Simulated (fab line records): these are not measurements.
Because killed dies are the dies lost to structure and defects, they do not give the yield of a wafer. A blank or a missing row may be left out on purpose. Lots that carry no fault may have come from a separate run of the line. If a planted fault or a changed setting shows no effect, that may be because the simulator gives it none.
One fault seen from 2 desks | flow gf180mcu | numbers are kept per desk, each desk with only its own; the story behind them comes last

## AT THE TOOL OWNER'S DESK: litho track-04
The tool's own readings at GF_V4_PEB_12 (peb time 90 s): means of the sampled wafers that have a number, for each lot that ran on this tool. Any lot whose mean is over 4 standard deviations away from the usual mean is out of limits and marked OUT; that distance is given in the brackets.
Columns: A = chill plate temp C at GF_V4_PEB_12, usual 22.98 C; B = heater power total W at GF_V4_PEB_12, usual 85.70 W
lot  | first seen here | A     | B
L451 | day 24 09:36    | 23.04 | 85.76
L455 | day 25 12:35    | 22.96 | 91.43 (+73) OUT
L458 | day 26 14:48    | 23.05 | 88.52 (+36) OUT
L466 | day 29 06:56    | 22.96 | 85.66
L468 | day 29 14:37    | 23.02 | 85.77
L469 | day 29 23:17    | 22.93 | 85.70
L470 | day 30 06:56    | 22.92 | 85.79
L473 | day 31 03:32    | 22.89 | 85.75
L474 | day 31 12:11    | 23.12 | 85.77
This desk's verdict: out of limits on L455, L458, starting with L455 at day 25 12:35 (heater power total W at GF_V4_PEB_12). Within limits: L451, L466, L468, L469, L470, L473, L474.

## FROM THE METROLOGY DESK
What the gauges read, lot by lot, whatever tool the lot ran on: means of the sampled wafers that have a number. Any lot whose mean is over 4 standard deviations away from the usual mean is out of limits and marked OUT; that distance is given in the brackets.
Columns: A = cd nm at GF_V4_CD_MEAS_14, usual 259.9 nm; B = V4_W_RS at GF_V4_RS_MEAS_24, usual 0.3296 ohm/sq
lot  | first seen here | A                | B
L451 | day 24 09:57    | 260.4            | 0.3268
L455 | day 25 12:55    | 255.2 (-4.3) OUT | 0.3286
L458 | day 26 15:07    | 258.2            | 0.3290
L465 | day 29 00:35    | 261.5            | 0.3297
L466 | day 29 07:17    | 259.7            | 0.3251
L468 | day 29 14:56    | 260.5            | 0.3275
L467 | day 29 20:16    | 260.6            | 0.3321
L469 | day 29 23:38    | 261.9            | 0.3292
L470 | day 30 07:17    | 257.5            | 0.3298
L472 | day 30 20:47    | 260.0            | 0.3309
L473 | day 31 03:52    | 259.3            | 0.3330
L474 | day 31 12:32    | 258.7            | 0.3289
This desk's verdict: out of limits on L455, starting with L455 at day 25 12:55 (cd nm at GF_V4_CD_MEAS_14). Within limits: L451, L458, L465, L466, L468, L467, L469, L470, L472, L473, L474.

## BROUGHT TOGETHER
The tool owner's desk could have raised an alarm at day 25 12:35, on L455, L458.
An alarm was possible from the metrology desk at day 25 12:55, on L455.
The metrology desk has L458 on record, within its limits.
The lots listed all ran GF_V4_PEB_12 on litho track-04.

## WHAT THE SIMULATOR HAD PUT IN
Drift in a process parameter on litho track-04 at GF_V4_PEB_12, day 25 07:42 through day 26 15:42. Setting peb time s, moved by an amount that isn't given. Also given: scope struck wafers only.
Lots struck among those shown: L455, L458.
Counting hours from when the fault started, the first reading out of limits came at 5 for the tool owner's desk and at 5 for the metrology desk.
